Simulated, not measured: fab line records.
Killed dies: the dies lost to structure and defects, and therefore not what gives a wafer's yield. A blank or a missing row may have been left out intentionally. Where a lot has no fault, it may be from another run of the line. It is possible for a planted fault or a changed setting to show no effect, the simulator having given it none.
Matching of chambers    flow gf180mcu    GF_V1_CMP_26 on cmp-01 has 4 sister chambers
The step polishes, stops on SiO2, t overpolish 15 s, target thk 0 nm. 4 wafers are shown with their chamber, then 11 later ones without.

## WAFERS, EACH WITH ITS CHAMBER
wafer   chamber  motor-current-A (A)
L081.6  0        10.7
L086.5  2        11.4
L086.6  3        12.0
L087.2  1        11.2

## WAFERS WITHOUT THEIR CHAMBER
wafer   motor-current-A (A)
L087.5  11.1
L087.6  11.0
L088.3  12.5
L088.5  11.2
L088.6  11.2
L089.1  10.4
L089.2  11.3
L089.3  11.1
L097.3  11.4
L097.5  12.5
L097.6  11.7

## CHAMBER TAKEN BY EACH
wafer   from the rows above           in truth
L087.5  can't be placed: 1 or 2 or 0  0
L087.6  can't be placed: 1 or 0 or 2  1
L088.3  3                             3
L088.5  can't be placed: 1 or 2 or 0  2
L088.6  can't be placed: 1 or 2 or 0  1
L089.1  can't be placed: 0 or 1       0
L089.2  can't be placed: 2 or 1 or 0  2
L089.3  can't be placed: 1 or 2 or 0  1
L097.3  can't be placed: 2 or 1       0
L097.5  3                             3
L097.6  can't be placed: 2 or 3 or 1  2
2 of 11 placed correctly. Not placeable from these rows: 9 (in 8, the candidates include the true chamber). Placed wrongly: 0.
How it was worked out, from the rows above alone: a wafer's distance from a chamber is the root of the sum, over the readings, of the square of ((its reading less the chamber's mean) divided by the reading's scatter). The wafer belongs to the nearest chamber; if the next one is less than 2 further off, it can't be placed. Each chamber's mean is taken over the wafers shown for it. The scatter (one wafer shown for each chamber): square how far every hidden wafer sits from the nearest shown wafer, average those squares and take the square root.
